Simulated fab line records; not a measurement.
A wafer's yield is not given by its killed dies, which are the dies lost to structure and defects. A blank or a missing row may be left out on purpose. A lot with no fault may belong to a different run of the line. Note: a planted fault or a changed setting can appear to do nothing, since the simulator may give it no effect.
Which of the tools did it? ; flow sky130 ; 12 lots with 36 wafers sampled at 5 steps, on a route of 708 steps

WHAT THE GAUGES READ, wafer by wafer
SKY_LOCAL_INTERCONNECT_RS_MEAS_01: uses a four-point probe to measure.
lot;measured;on;LOCAL_INTERCONNECT_TIN_RS (ohm/sq)
L858;day 29 11:46;filmMetro-03;14.01 14.05 13.88
L859;day 29 20:29;filmMetro-03;14.12 14.24 14.31
L867;day 32 15:57;filmMetro-01;14.30 14.32 14.19
L868;day 32 23:37;filmMetro-02;14.09 14.12 14.18
L872;day 34 23:43;filmMetro-02;14.09 14.20 14.03
L873;day 35 03:11;filmMetro-03;14.21 14.11 14.23
L871;day 35 06:04;filmMetro-01;14.17 14.16 14.11
L875;day 35 10:23;filmMetro-02;14.09 14.13 14.10
L876;day 36 04:28;filmMetro-03;14.24 14.21 14.24
L877;day 36 14:22;filmMetro-01;14.23 14.25 14.26
L879;day 36 15:40;filmMetro-03;14.27 14.36 14.29
L878;day 36 20:17;filmMetro-01;14.16 14.17 14.13

SKY_CONTACT_THK_MEAS_01.
lot;measured;on;CONTACT_CVD_00_THK (nm)
L858;day 30 17:34;filmMetro-03;150.8 149.6 152.5 150.8 149.6 152.6
L859;day 31 01:41;filmMetro-03;74.5 73.9 74.4
L867;day 33 19:13;filmMetro-01;73.7 75.2 75.5
L868;day 34 03:10;filmMetro-04;147.2 149.8 150.1 147.3 149.7 150.0
L872;day 36 02:39;filmMetro-03;73.5 76.5 74.5
L873;day 36 05:58;filmMetro-04;74.8 75.7 75.2
L871;day 36 09:04;filmMetro-04;74.0 75.4 74.8
L875;day 36 12:38;filmMetro-03;74.9 75.6 76.6
L876;day 37 07:15;filmMetro-04;75.7 75.6 75.9
L877;day 37 18:37;filmMetro-01;75.2 76.2 76.8
L879;day 37 18:43;filmMetro-03;74.2 76.1 76.3
L878;day 37 23:04;filmMetro-01;73.7 74.5 74.4

SKY_CONTACT_CD_MEAS_14: target cd 170 nm.
lot;measured;on;cdNm (nm)
L859;day 32 06:48;cdSem-02;169.8 170.3 170.0
L867;day 34 22:41;cdSem-02;169.5 169.7 167.8
L872;day 37 04:20;cdSem-02;169.9 171.6 169.5
L873;day 37 08:14;cdSem-02;167.8 169.4 169.7
L871;day 37 11:49;cdSem-01;169.5 169.4 170.4
L875;day 37 15:03;cdSem-01;168.8 167.0 167.8
L876;day 38 09:05;cdSem-01;168.4 168.8 168.4
L877;day 38 20:14;cdSem-02;167.9 169.1 167.8
L879;day 38 20:23;cdSem-02;171.5 173.2 172.1
L878;day 39 01:02;cdSem-02;170.6 169.2 169.0

WHICH TOOL RAN EACH LOT (tool, then ch and the chambers of the sampled wafers, then the start)
lot;SKY_LOCAL_INTERCONNECT_METAL_ETCH_14;SKY_CONTACT_CVD_00
L858;rieMetal-01 ch 1, day 30 16:38;pecvd-04 ch 0,1,2, day 30 17:00
L859;rieMetal-04 ch 0,1, day 31 00:57;pecvd-02 ch 0,1,2, day 31 01:38
L867;rieMetal-02 ch 1, day 33 18:28;pecvd-03 ch 0,1, day 33 19:10
L868;rieMetal-04 ch 0,1, day 34 02:15;pecvd-03 ch 1, day 34 02:54
L872;rieMetal-04 ch 0,1, day 36 01:58;pecvd-04 ch 0, day 36 02:36
L873;rieMetal-04 ch 0,1, day 36 05:12;pecvd-02 ch 2, day 36 05:52
L871;rieMetal-04 ch 0,1, day 36 08:21;pecvd-04 ch 0,2, day 36 09:01
L875;rieMetal-04 ch 0,1, day 36 11:57;pecvd-02 ch 0,1, day 36 12:35
L876;rieMetal-01 ch 0,1, day 37 06:32;pecvd-02 ch 0,1,2, day 37 07:13
L877;rieMetal-04 ch 0,1, day 37 16:41;pecvd-02 ch 0,2, day 37 18:35
L879;rieMetal-01 ch 0,1, day 37 17:41;pecvd-03 ch 0,2, day 37 18:39
L878;rieMetal-01 ch 0,1, day 37 22:22;pecvd-03 ch 0,1,2, day 37 23:02
- SKY_LOCAL_INTERCONNECT_METAL_ETCH_14: etches TiN in Cl2/BCl3, stops on PSG, target depth 110 nm, time 31.4 s.
- SKY_CONTACT_CVD_00: deposits Si3N4, target thk 75 nm.

AS READ BY THE TOOLS THEMSELVES (means over the sampled wafers that have a number; for cases with no such wafer, the mark the record gives instead)
SKY_LOCAL_INTERCONNECT_METAL_ETCH_14.
lot;tool;chamberPressureMTorr (mTorr);drypumpMotorCurrentA (A);heBacksideLeakSccm (sccm);oesProductAu (a.u.);throttleValvePct (%)
L858;rieMetal-01;10.002;5.8;3.60;0.946;21.891
L859;rieMetal-04;9.997;5.5;3.38;0.940;21.908
L867;rieMetal-02;10.005;5.2;3.30;0.935;21.897
L868;rieMetal-04;9.990;5.4;3.17;0.943;21.897
L872;rieMetal-04;9.995;5.6;3.38;0.944;21.899
L873;rieMetal-04;10.004;5.4;3.34;0.938;21.898
L871;rieMetal-04;9.990;5.4;3.48;0.938;21.907
L875;rieMetal-04;10.000;5.5;3.45;0.941;21.899
L876;rieMetal-01;10.010;5.4;3.17;0.936;21.905
L877;rieMetal-04;10.000;5.3;3.18;0.936;21.901
L879;rieMetal-01;9.994;5.4;3.25;0.935;21.901
L878;rieMetal-01;10.008;5.4;3.32;0.942;21.903

SKY_CONTACT_CVD_00.
lot;tool;heaterPowerOuterW (W);heaterPowerW (W);susceptorTempC (C)
L858;pecvd-04;384;692;400.11
L859;pecvd-02;460;797;400.02
L867;pecvd-03;360;611;400.16
L868;pecvd-03;398;688;399.98
L872;pecvd-04;341;683;399.98
L873;pecvd-02;442;780;399.79
L871;pecvd-04;389;714;399.86
L875;pecvd-02;424;758;399.85
L876;pecvd-02;498;853;400.06
L877;pecvd-02;507;879;399.98
L879;pecvd-03;390;664;399.97
L878;pecvd-03;393;668;399.93

THE ANSWER, worked out from the rows above alone
Rule: the usual values come from the lots themselves. Put in order of their means at a reading, lots are off if they are a third of the lots or fewer, leave a main group of 4 or more, and stand apart from it by a gap of 3 or more times the standard deviation of the main group's means; of several such gaps the widest counts. If all means in a main group match to the digits the tables above print for the reading, that group is not used. Also off: a lot with no number at a reading for which 4 or more lots have one. Where the step has rows for the other lots, those lots are counted as sound. After the gauges, taken in route order, come the tools' own readings; for these a lot's mean is taken, as printed above. At the first step where some lot is off, the reading lying furthest off is the one used; lots without a number count as furthest.
Off: L858, L868, at SKY_CONTACT_THK_MEAS_01 (CONTACT_CVD_00_THK). Main group: mean 75.1 nm, sd 0.61.
A tool fits if, at a process step before that reading, it ran every lot that is off, and no sound lot after the first of them. Those tools and the gauges at SKY_CONTACT_THK_MEAS_01 are tried in the same way. Not one of the candidates tried fits.

WHAT THE SIMULATOR HAD INSERTED
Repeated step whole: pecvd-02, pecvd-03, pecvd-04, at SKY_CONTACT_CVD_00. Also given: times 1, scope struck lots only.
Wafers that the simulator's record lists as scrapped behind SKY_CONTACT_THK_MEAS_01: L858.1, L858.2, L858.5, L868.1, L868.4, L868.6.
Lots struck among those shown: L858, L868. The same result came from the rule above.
